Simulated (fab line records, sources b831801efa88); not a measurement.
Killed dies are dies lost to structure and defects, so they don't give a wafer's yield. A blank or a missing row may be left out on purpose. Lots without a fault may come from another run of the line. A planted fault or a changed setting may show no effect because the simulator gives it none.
Chamber matching | flow sky130 | SKY_SPACER_ETCHBACK_02 on rie_diel-04: 4 sister chambers
The step etches Si3N4 in CH3F/O2, stops on SiO2, time 46.7 s, target depth 45 nm. 8 wafers are shown with their chamber, then 7 later ones without.

WAFERS WITH THEIR CHAMBER
wafer  | chamber | throttle_valve_pct (%) | oes_product_au (a.u.)
L605.2 | 2       | 10.554                 | 0.857
L605.3 | 0       | 10.573                 | 0.852
L610.6 | 3       | 10.575                 | 0.855
L611.1 | 1       | 10.574                 | 0.864
L611.2 | 0       | 10.555                 | 0.862
L611.5 | 1       | 10.568                 | 0.862
L613.2 | 3       | 10.583                 | 0.853
L613.3 | 2       | 10.566                 | 0.861

WAFERS WITHOUT THEIR CHAMBER
wafer  | throttle_valve_pct (%) | oes_product_au (a.u.)
L613.6 | 10.576                 | 0.861
L617.3 | 10.559                 | 0.851
L617.5 | 10.561                 | 0.846
L617.6 | 10.548                 | 0.847
L620.2 | 10.577                 | 0.842
L620.3 | 10.556                 | 0.844
L620.6 | 10.563                 | 0.833

WHICH CHAMBER EACH WENT THROUGH
wafer  | from the rows above               | in truth
L613.6 | can't be placed: 1 or 0 or 3 or 2 | 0
L617.3 | can't be placed: 0 or 2 or 3 or 1 | 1
L617.5 | can't be placed: 0 or 3 or 2 or 1 | 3
L617.6 | can't be placed: 0 or 2 or 3 or 1 | 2
L620.2 | can't be placed: 3 or 0 or 2      | 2
L620.3 | can't be placed: 0 or 3 or 2 or 1 | 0
L620.6 | can't be placed: 3 or 0 or 2      | 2
Placed correctly: 0 of 7. Can't be placed from these rows: 7 (the true chamber is among the candidates in 7). Placed wrongly: 0.
How it was worked out, from the rows above alone: a wafer's distance from a chamber is the root of the sum, over the readings, of the square of ((its reading less the chamber's mean) divided by the reading's scatter). The wafer belongs to the nearest chamber; if the next one is less than 2 further off, it can't be placed. A chamber's mean is the mean of its shown wafers. The scatter: the root of (the sum of the squares of (reading less its chamber's mean) over the shown wafers, divided by (wafers less chambers)).
